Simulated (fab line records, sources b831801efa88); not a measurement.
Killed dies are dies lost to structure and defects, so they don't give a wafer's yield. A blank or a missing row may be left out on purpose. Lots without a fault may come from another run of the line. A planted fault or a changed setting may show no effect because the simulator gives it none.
Which tool did it? | flow sky130 | 12 lots, 36 wafers sampled, at 4 steps of a route of 708

WHAT THE GAUGES READ, wafer by wafer
SKY_PASSIVATION_THK_MEAS_03. Usual: PASSIVATION_CVD_02_THK 542 nm, standard deviation 7.3.
lot  | measured     | on            | PASSIVATION_CVD_02_THK (nm) | flag
L135 | day 43 20:59 | film_metro-01 | 540 545 545                 |
L138 | day 45 01:23 | film_metro-04 | 541 532 551                 |
L139 | day 45 02:17 | film_metro-04 | 536 546 545                 |
L140 | day 45 09:12 | film_metro-02 | 547 538 545                 |
L141 | day 45 19:43 | film_metro-02 | 542 559 551                 |
L143 | day 46 14:02 | film_metro-04 | 537 547 546                 |
L145 | day 47 10:41 | film_metro-04 | 544 544 553                 |
L144 | day 47 11:22 | film_metro-02 | 533 545 543                 |
L146 | day 47 15:19 | film_metro-04 | 543 554 555                 |
L147 | day 47 16:23 | film_metro-04 | 531 532 543                 |
L150 | day 47 22:44 | film_metro-01 | 542 538 547                 |
L158 | day 49 23:34 | film_metro-04 | 543 550 558                 |

WHICH TOOL RAN EACH LOT (tool, then ch and the chambers of the sampled wafers, then the start)
lot  | SKY_CAPM_CLEAN_17               | SKY_METAL4_DESCUM_15              | SKY_PASSIVATION_CVD_02
L135 | wet_bench-01 ch 2, day 37 10:28 | rie_metal-03 ch 0,1, day 41 17:31 | pecvd-01 ch 0,2, day 43 20:45
L138 | wet_bench-03 ch 3, day 38 17:43 | rie_metal-03 ch 0,1, day 42 23:18 | pecvd-01 ch 0,1, day 45 01:08
L139 | wet_bench-01 ch 1, day 38 17:58 | rie_metal-03 ch 0,1, day 43 00:25 | pecvd-01 ch 0,1, day 45 02:03
L140 | wet_bench-03 ch 1, day 39 03:02 | rie_metal-02 ch 0,1, day 43 08:31 | pecvd-01 ch 0,1,2, day 45 08:59
L141 | wet_bench-03 ch 1, day 39 17:29 | rie_metal-03 ch 0,1, day 43 20:44 | pecvd-02 ch 0,2, day 45 19:28
L143 | wet_bench-01 ch 2, day 40 16:31 | rie_metal-04 ch 0, day 44 16:25   | pecvd-02 ch 0,2, day 46 13:49
L145 | wet_bench-03 ch 1, day 41 14:21 | rie_metal-02 ch 0,1, day 45 13:22 | pecvd-02 ch 1,2, day 47 10:28
L144 | wet_bench-03 ch 1, day 41 15:29 | rie_metal-04 ch 0,1, day 45 14:22 | pecvd-01 ch 0,2, day 47 11:08
L146 | wet_bench-01 ch 3, day 41 18:24 | rie_metal-02 ch 0,1, day 45 17:04 | pecvd-03 ch 0,1,2, day 47 15:06
L147 | wet_bench-03 ch 0, day 41 20:54 | rie_metal-04 ch 0,1, day 45 19:19 | pecvd-01 ch 0,1, day 47 16:09
L150 | wet_bench-03 ch 0, day 42 04:40 | rie_metal-04 ch 0,1, day 46 02:23 | pecvd-01 ch 0,1,2, day 47 22:36
L158 | wet_bench-01 ch 3, day 44 18:28 | rie_metal-02 ch 0,1, day 48 07:34 | pecvd-03 ch 0,1, day 49 23:20
- SKY_CAPM_CLEAN_17: cleans in O3/DIW.
- SKY_METAL4_DESCUM_15: chemistry O2, time 8 s.
- SKY_PASSIVATION_CVD_02: deposits Si3N4, target thk 540 nm.

WHAT THE TOOLS THEMSELVES READ (means of the sampled wafers that have a number; where no wafer has one, the mark that the record gives instead)
SKY_METAL4_DESCUM_15. Usual: drypump_motor_current_A 5.8 A, standard deviation 0.46; oes_product_au 1.010 a.u., standard deviation 0.0093; rf_fwd_power_W 147.2 W, standard deviation 0.55.
lot  | tool         | drypump_motor_current_A (A) | oes_product_au (a.u.) | rf_fwd_power_W (W) | flag
L135 | rie_metal-03 | 6.1                         | 1.012                 | 147.3              |
L138 | rie_metal-03 | 5.7                         | 1.011                 | 147.1              |
L139 | rie_metal-03 | 6.1                         | 1.015                 | 147.7              |
L140 | rie_metal-02 | 5.9                         | 1.010                 | 147.3              |
L141 | rie_metal-03 | 5.7                         | 1.014                 | 146.6              |
L143 | rie_metal-04 | 5.7                         | 1.003                 | 146.8              |
L145 | rie_metal-02 | 5.8                         | 1.013                 | 147.2              |
L144 | rie_metal-04 | 5.3                         | 1.014                 | 147.1              |
L146 | rie_metal-02 | 5.8                         | 1.012                 | 147.4              |
L147 | rie_metal-04 | 5.5                         | 1.008                 | 147.1              |
L150 | rie_metal-04 | 5.5                         | 1.004                 | 146.5              |
L158 | rie_metal-02 | 6.0                         | 1.010                 | 147.0              |

SKY_PASSIVATION_CVD_02. Usual: heater_power_outer_w 422 W, standard deviation 63; heater_power_w 703 W, standard deviation 110; rf_fwd_power_W 448.9 W, standard deviation 1.3.
lot  | tool     | heater_power_outer_w (W) | heater_power_w (W) | rf_fwd_power_W (W) | flag
L135 | pecvd-01 | 428                      | 719                | 448.2              |
L138 | pecvd-01 | 422                      | 708                | 450.1              |
L139 | pecvd-01 | 429                      | 707                | 449.6              |
L140 | pecvd-01 | 398                      | 679                | 449.6              |
L141 | pecvd-02 | 450                      | 746                | 448.3              |
L143 | pecvd-02 | 462                      | 787                | 448.7              |
L145 | pecvd-02 | 407                      | 676                | 448.3              |
L144 | pecvd-01 | 425                      | 711                | 448.0              |
L146 | pecvd-03 | 353                      | 608                | 448.2              |
L147 | pecvd-01 | 410                      | 700                | 449.4              |
L150 | pecvd-01 | 440                      | 728                | 449.3              |
L158 | pecvd-03 | 358                      | 572                | 449.0              |

THE ANSWER, worked out from the rows above alone
Rule: a lot is off if the mean of its wafers that have a number lies more than 3 standard deviations from the usual mean. A lot without any number at a reading at which 4 lots or more have one is off too. The other lots that the step has rows for count as sound. The gauges are gone through in route order, then the tools' own readings, and for those a lot's mean is taken as printed above. The first step at which some lot is off is used, and at that step the reading that is off furthest; a lot without a number counts as furthest.
No lot is off at any reading shown: from this, nothing can be told.

WHAT THE SIMULATOR HAD PUT IN
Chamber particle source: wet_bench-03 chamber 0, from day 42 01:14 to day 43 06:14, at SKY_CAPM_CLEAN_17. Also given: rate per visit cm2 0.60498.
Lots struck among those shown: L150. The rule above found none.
